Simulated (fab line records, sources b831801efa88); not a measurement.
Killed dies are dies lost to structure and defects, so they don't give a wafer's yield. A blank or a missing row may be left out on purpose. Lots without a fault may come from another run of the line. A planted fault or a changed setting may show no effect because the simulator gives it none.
fab line records | flow sky130
record lots=11 wafers=33 last_day=50
route steps=708 shown LOCAL_INTERCONNECT@401 CONTACT@407 VIA1@481 VIA2@509 PAD_OPEN@708
lots that met no fault: from a run of the same line without faults
start_h: hours from the record's first day to the start of the lot's first wafer shown | wait_h: hours since the lot's step before | " the same as in the row above | L1.1+2: a row that stands for several wafers | - no value, or no start given | * or withheld: withheld | < > ~ a bound
route shown NAME@n: a module of which the file shows steps, and the number in the route of the first | usual: mean/standard deviation of fault-free wafers | same: alike in all rows | chamber/n: place in a boat | sites: the reading at each site | _std_site: their standard deviation | _edge_site: outer sites' mean less inner sites' | radius_mm: how far each site lies from the wafer's centre | mask NAME#n: copy n | behind: the tool/chamber that last shaped the wafer | hold: why the lot was held/for how many hours/how that ended | device: the transistor (n, p or np) that didn't switch | end of line: the same wafers' tests at the end of the route | a step without rows: its recipe alone | killed: dies lost to structure and defects at the first sort, not the wafer's yield | map: a wafer's dies, x killed, . not, _ none there
set.NAME: the setting as run; set.NAME@STEP: as run at that earlier step | model.NAME: the simulator's own value behind a step, which no gauge read
steps of the route over a sample of lots; a table a step, a row a wafer
services: from which hour (start_h, from the record's first day; less than 0 if before it) a tool's chamber was out of use, for how many hours, and why
## steps
# step SKY_LOCAL_INTERCONNECT_METAL_ETCH_14
# recipe target_depth_nm=110 stop_on=PSG chemistry=Cl2/BCl3 target=TiN resist_sidewall_deg=88 pressure_mtorr=10 icp_w=900 bias_w=48.5 Cl2_flow_sccm=60 bcl3_flow_sccm=30 time_s=31.4
# usual bcl3_flow_sccm=30.00/0.09 drypump_motor_current_A=5.63/0.2 oes_product_au=0.941/0.0073 throttle_valve_pct=21.900/0.0096
# columns lot.wafer tool chamber start_h wait_h bcl3_flow_sccm drypump_motor_current_A oes_product_au rf_hours_counter_h throttle_valve_pct
L262.2 rie_metal-02 1 712.55 0.0 30.08 5.74 0.937 10 21.889
L262.3 " 1 " " 29.94 5.71 0.930 - 21.903
L262.4 " 0 " " 30.09 5.75 0.946 - 21.895
L264.1 rie_metal-02 1 725.62 0.1 29.90 5.80 0.946 11 21.901
L264.3 " 1 " " 30.02 5.77 0.945 - 21.904
L264.5 " 1 " " 29.94 5.79 0.942 - 21.899
L265.2 rie_metal-02 1 732.02 0.1 29.93 5.77 0.937 - 21.906
L265.4 " 1 " " 29.96 5.79 0.947 - 21.895
L265.5 " 1 " " 29.98 5.78 0.944 - 21.884
L266.1 rie_metal-03 0 739.50 0.0 29.98 5.63 0.931 11 21.890
L266.3 " 1 " " 29.90 5.78 0.940 - 21.910
L266.4 " 0 " " 29.92 5.65 0.933 - 21.903
L268.3 rie_metal-04 0 766.77 0.0 30.08 5.28 0.936 - 21.923
L268.5 " 0 " " 29.94 5.28 0.939 - 21.888
L268.6 " 1 " " 29.91 5.36 0.944 - 21.905
L270.3 rie_metal-03 1 767.47 0.0 29.95 5.80 0.937 - 21.886
L270.5 " 1 " " 30.00 5.79 0.941 - 21.891
L270.6 " 0 " " 30.04 5.62 0.935 - 21.893
L269.1 rie_metal-02 1 768.64 0.0 30.01 5.79 0.948 12 21.891
L269.4 " 0 " " 30.09 5.71 0.952 - 21.891
L269.5 " 0 " " 30.04 5.71 0.949 - 21.895
L281.1 rie_metal-04 0 863.46 0.1 30.04 5.28 0.943 17 21.887
L281.5 " 0 " " 30.02 5.31 0.948 - 21.901
L281.6 " 0 " " 29.97 5.31 0.941 - 21.897
L282.2 rie_metal-02 1 864.36 0.0 29.85 5.75 0.950 0 21.904
L282.5 " 1 " " 30.05 5.73 0.936 - 21.908
L282.6 " 0 " " 30.12 5.74 0.943 - 21.889
L283.2 rie_metal-04 0 868.82 0.1 29.96 5.27 0.946 - 21.895
L283.3 " 0 " " 30.05 5.30 0.946 - 21.901
L283.4 " 0 " " 29.96 5.28 0.949 - 21.909
L284.3 rie_metal-03 0 870.88 0.1 30.00 5.63 0.943 - 21.897
L284.4 " 1 " " 29.90 5.77 0.939 - 21.890
L284.5 " 1 " " 30.01 5.78 0.948 - 21.894
# step SKY_CONTACT_THK_MEAS_01
# recipe reads=Si3N4_of_CONTACT_CVD_00
# usual CONTACT_CVD_00_THK=75.2/1.3
# columns lot.wafer tool chamber start_h wait_h CONTACT_CVD_00_THK[nm]
L262.2 film_metro-03 - 713.29 - 74.4
L262.3 " - " " 74.8
L262.4 " - " " 76.0
L264.1 film_metro-03 - 726.36 - 75.9
L264.3 " - " " 75.8
L264.5 " - " " 76.4
L265.2 film_metro-01 - 732.74 - 75.7
L265.4 " - " " 76.5
L265.5 " - " " 77.8
L266.1 film_metro-02 - 740.22 - 75.7
L266.3 " - " " 76.8
L266.4 " - " " 77.7
L268.3 film_metro-03 - 767.45 - 75.7
L268.5 " - " " 75.8
L268.6 " - " " 76.6
L270.3 film_metro-01 - 768.15 - 74.6
L270.5 " - " " 75.5
L270.6 " - " " 77.2
L269.1 film_metro-01 - 769.33 - 72.3
L269.4 " - " " 73.6
L269.5 " - " " 74.3
L281.1 film_metro-02 - 864.27 - 72.3
L281.5 " - " " 73.2
L281.6 " - " " 73.3
L282.2 film_metro-01 - 865.11 - 73.5
L282.5 " - " " 74.3
L282.6 " - " " 74.9
L283.2 film_metro-03 - 869.58 - 75.5
L283.3 " - " " 74.3
L283.4 " - " " 75.7
L284.3 film_metro-01 - 871.57 - 74.0
L284.4 " - " " 75.5
L284.5 " - " " 74.8
# step SKY_VIA1_THK_MEAS_23
# recipe thk_meas_gauge=xrf reads=W_of_VIA1_CVD_21
# usual VIA1_W_THK=277/3.9
# columns lot.wafer tool chamber start_h wait_h VIA1_W_THK[nm]
L262.2 film_metro-02 - 799.65 0.1 271
L262.3 " - " " 270
L262.4 " - " " 275
L264.1 film_metro-02 - 810.98 0.1 278
L264.3 " - " " 277
L264.5 " - " " 277
L265.2 film_metro-03 - 819.30 0.1 278
L265.4 " - " " 279
L265.5 " - " " 275
L266.1 film_metro-04 - 825.73 0.1 281
L266.3 " - " " 280
L266.4 " - " " 285
L268.3 film_metro-03 - 850.56 0.1 279
L268.5 " - " " 277
L268.6 " - " " 279
L270.3 film_metro-03 - 853.46 0.1 275
L270.5 " - " " 272
L270.6 " - " " 278
L269.1 film_metro-04 - 853.53 0.1 275
L269.4 " - " " 278
L269.5 " - " " 271
L281.1 film_metro-02 - 945.99 0.1 281
L281.5 " - " " 283
L281.6 " - " " 282
L282.2 film_metro-02 - 946.64 0.1 281
L282.5 " - " " 277
L282.6 " - " " 285
L283.2 film_metro-04 - 949.35 0.1 283
L283.3 " - " " 280
L283.4 " - " " 282
L284.3 film_metro-03 - 953.31 0.1 279
L284.4 " - " " 277
L284.5 " - " " 278
# step SKY_VIA2_CMP_02
# recipe material=SiO2 down_force_psi=4 platen_rpm=60 pad_velocity_m_s=0.94248
# usual motor_current_A=12.7/1.1 retaining_ring_pressure_frac=1.000/0.0049
# columns lot.wafer tool chamber start_h wait_h motor_current_A retaining_ring_pressure_frac
L262.4 cmp-02 0 828.11 0.0 13.5 0.997
L262.3 " 2 " " 11.4 0.999
L262.2 " 3 " " 12.7 1.008
L264.1 cmp-01 0 839.41 0.2 14.9 1.003
L264.3 " 3 " " 11.4 0.999
L264.5 " 1 " " 12.7 0.997
L265.4 cmp-01 3 846.41 0.0 11.8 0.999
L265.2 " 1 " " 12.8 1.002
L265.5 " 0 " " 15.3 0.997
L266.3 cmp-02 0 854.24 0.0 13.6 0.998
L266.4 " 1 " " 11.6 1.001
L266.1 " 2 " " 11.4 1.006
L268.3 cmp-02 0 878.34 0.1 13.8 0.998
L268.5 " 3 " " 13.4 1.004
L268.6 " 0 " " 14.3 1.001
L270.3 cmp-02 3 880.96 0.2 11.9 0.996
L270.5 " 0 " " 13.8 1.008
L270.6 " 1 " " 11.4 0.999
L269.1 cmp-02 3 881.22 0.1 13.8 1.005
L269.4 " 0 " " 13.3 1.002
L269.5 " 0 " " 13.1 1.001
L281.1 cmp-01 3 971.55 0.3 11.1 0.999
L281.6 " 1 " " 12.7 0.994
L281.5 " 2 " " 12.7 0.993
L282.2 cmp-02 0 972.54 0.2 13.5 1.000
L282.6 " 1 " " 11.2 0.996
L282.5 " 2 " " 12.8 0.996
L283.4 cmp-02 2 974.85 0.0 12.0 0.998
L283.2 " 3 " " 13.5 0.996
L283.3 " 0 " " 14.1 1.002
L284.4 cmp-02 2 979.36 0.1 11.5 1.001
L284.3 " 3 " " 12.7 1.004
L284.5 " 1 " " 12.0 1.002
# step SKY_VIA2_ETCH_15
# recipe target=SiO2 chemistry=C4F8/O2/Ar target_depth_nm=546 stop_on=TiN mask_material=KrF-thick source_w=1500 bias_w=1200 pressure_mtorr=40 c4f8_flow_sccm=withheld O2_flow_sccm=6 Ar_flow_sccm=300 time_s=84
# usual oes_product_au=0.939/0.0049
# columns lot.wafer tool chamber start_h wait_h oes_product_au
L262.2 rie_diel-04 1 855.28 0.0 0.935
L262.3 " 0 " " 0.934
L262.4 " 3 " " 0.942
L264.1 rie_diel-03 0 865.83 0.0 0.943
L264.3 " 2 " " 0.939
L264.5 " 3 " " 0.936
L265.2 rie_diel-01 3 873.52 0.0 0.939
L265.4 " 2 " " 0.939
L265.5 " 0 " " 0.943
L266.1 rie_diel-01 0 881.14 0.0 0.938
L266.3 " 3 " " 0.932
L266.4 " 2 " " 0.941
L268.3 rie_diel-01 0 904.94 0.0 0.933
L268.5 " 3 " " 0.927
L268.6 " 2 " " 0.933
L270.3 rie_diel-01 0 907.84 0.0 0.883
L270.5 " 2 " " 0.878
L270.6 " 3 " " 0.883
L269.1 rie_diel-03 2 908.22 0.0 0.878
L269.4 " 0 " " 0.891
L269.5 " 3 " " 0.881
L281.1 rie_diel-04 3 995.32 0.0 0.934
L281.5 " 0 " " 0.942
L281.6 " 3 " " 0.937
L282.2 rie_diel-01 1 996.58 0.0 0.940
L282.5 " 2 " " 0.937
L282.6 " 1 " " 0.951
L283.2 rie_diel-01 2 998.88 0.0 0.935
L283.3 " 1 " " 0.942
L283.4 " 0 " " 0.935
L284.3 rie_diel-04 2 1004.32 0.0 0.935
L284.4 " 0 " " 0.945
L284.5 " 0 " " 0.936
# step SKY_PAD_OPEN_PROBE_99
# usual defect_limited_yield=82.2/1.9 killed_at_M0_to_M3=43/6.3 killed_at_M4_up=3.3/1.7 killed_at_contacts=24/5.4 killed_at_front_end=16/4.6 killed_at_other=0.4/0.7 killed_dies=87/9.4 killed_on_rim=17/3.9 killed_open=47/6.9 killed_short=39/6.1 sort_bin_3_pad_short=0.9/0.45 sort_bin_5_function=10.6/1.5 sort_bin_6_memory=6.3/1.2 sort_n_pass=405/9.4 sort_yield_pct=82.2/1.9
# same gross_dies=492 killed_at_back_side=0 sort_bin_4_leakage[%]=0 sort_bin_8_speed[%]=0
# columns lot.wafer tool chamber start_h wait_h defect_limited_yield[%] killed_at_M0_to_M3 killed_at_M4_up killed_at_contacts killed_at_front_end killed_at_other killed_dies killed_on_rim killed_open killed_short sort_bin_3_pad_short[%] sort_bin_5_function[%] sort_bin_6_memory[%] sort_n_pass sort_yield_pct[%]
L265.2 prober-02 - 1096.33 0.1 81.1 52 7 20 12 2 93 20 59 34 1.2 11.8 5.9 399 81.1
L265.4 prober-02 - 1096.43 0.2 79.1 49 4 28 21 1 103 21 52 50 1.4 12.0 7.5 389 79.1
L265.5 prober-02 - 1096.48 0.2 84.6 34 1 27 14 0 76 13 38 35 0.6 9.1 5.7 416 84.6
L284.3 prober-01 - 1192.78 0.2 86.0 31 3 18 16 1 69 10 32 37 1.6 6.9 5.5 423 86.0
L284.4 prober-01 - 1192.83 0.2 79.9 51 0 25 23 0 99 15 51 48 1.2 12.0 6.9 393 79.9
L284.5 prober-01 - 1192.88 0.2 78.5 43 5 32 26 0 106 26 60 46 1.8 12.2 7.5 386 78.5
# killed by level:class
L265.2 VIA1:geometric_particle:open=14 VIA3:geometric_particle:open=9 VIA2:geometric_particle:open=9 CONTACT:geometric_particle:open=7 METAL2:geometric_particle:short=7 FIELD_ISO:geometric_particle:open=6 LI_CONTACT:geometric_particle:open=6 METAL1:geometric_particle:short=6
L265.4 VIA1:geometric_particle:open=13 CONTACT:geometric_particle:open=9 VIA2:geometric_particle:open=9 METAL1:geometric_particle:short=6 VIA2:geometric_particle:short=6 LOCAL_INTERCONNECT:geometric_particle:short=5 CONTACT:geometric_particle:short=5 POLY_GATE:geometric_particle:short=4
L265.5 CONTACT:geometric_particle:open=8 VIA2:geometric_particle:open=8 LI_CONTACT:geometric_particle:open=7 POLY_GATE:geometric_particle:short=6 CONTACT:geometric_particle:short=6 VIA1:geometric_particle:open=6 METAL1:geometric_particle:short=4 VIA1:geometric_particle:short=4
L284.3 VIA1:geometric_particle:open=7 VIA3:geometric_particle:open=6 FIELD_ISO:geometric_particle:open=5 POLY_GATE:geometric_particle:short=5 LOCAL_INTERCONNECT:geometric_particle:short=5 CONTACT:geometric_particle:open=5 VIA1:geometric_particle:short=5 CONTACT:geometric_particle:short=4
L284.4 CONTACT:geometric_particle:open=9 VIA1:geometric_particle:open=9 POLY_GATE:geometric_particle:open=8 VIA1:geometric_particle:short=7 METAL1:geometric_particle:short=6 METAL2:geometric_particle:short=6 VIA2:geometric_particle:short=5 LI_CONTACT:geometric_particle:open=5
L284.5 VIA1:geometric_particle:open=11 LI_CONTACT:geometric_particle:open=9 CONTACT:geometric_particle:open=8 VIA2:geometric_particle:open=7 FIELD_ISO:geometric_particle:open=6 FIELD_ISO:geometric_particle:short=5 POLY_GATE:geometric_particle:short=5 LOCAL_INTERCONNECT:geometric_particle:short=5
## services
# columns tool chamber start_h hours kind
cmp-01 - 700.86 4.8 pm
cmp-01 - 712.46 4.2 repair
rie_diel-01 3 718.70 6.3 repair
cmp-02 - 725.05 5.5 repair
cmp-02 - 744.00 4.0 pm
cmp-01 - 747.36 2.3 repair
rie_metal-02 - 758.10 1.4 pm
cmp-02 - 767.86 0.8 repair
rie_diel-04 - 770.11 0.6 repair
rie_metal-04 1 804.66 14.9 repair
cmp-02 - 811.29 5.5 pm
rie_metal-04 - 828.11 1.4 pm
rie_diel-04 1 842.55 1.2 repair
rie_diel-04 1 855.57 3.2 repair
cmp-01 - 879.76 11.5 repair
rie_diel-01 3 895.26 4.2 repair
cmp-01 - 904.95 2.4 repair
cmp-01 - 912.00 4.0 pm
rie_diel-04 0 917.22 4.2 repair
cmp-01 - 932.72 3.7 repair
rie_diel-01 - 936.06 0.4 repair
cmp-02 - 941.84 3.0 repair
cmp-02 - 950.30 9.6 repair
rie_diel-01 1 958.56 2.4 repair
## key
first_sign step=SKY_VIA2_ETCH_15 reading=oes_product_au direction=down sigmas=12 usual=0.939 struck=0.882
effect none on later readings
met_at SKY_VIA2_CMP_02
struck_lots L269,L270
not_acting_at SKY_LOCAL_INTERCONNECT_METAL_ETCH_14,SKY_CONTACT_THK_MEAS_01,SKY_VIA1_THK_MEAS_23
onset_between 878.34 880.96
fault kind=process_parameter_drift tool=cmp-02 chamber=- onset_h=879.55 steps=SKY_VIA2_CMP_02 channel=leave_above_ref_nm offset=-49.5 shape=step end_h=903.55 acts_in=these_recipes_only stated=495
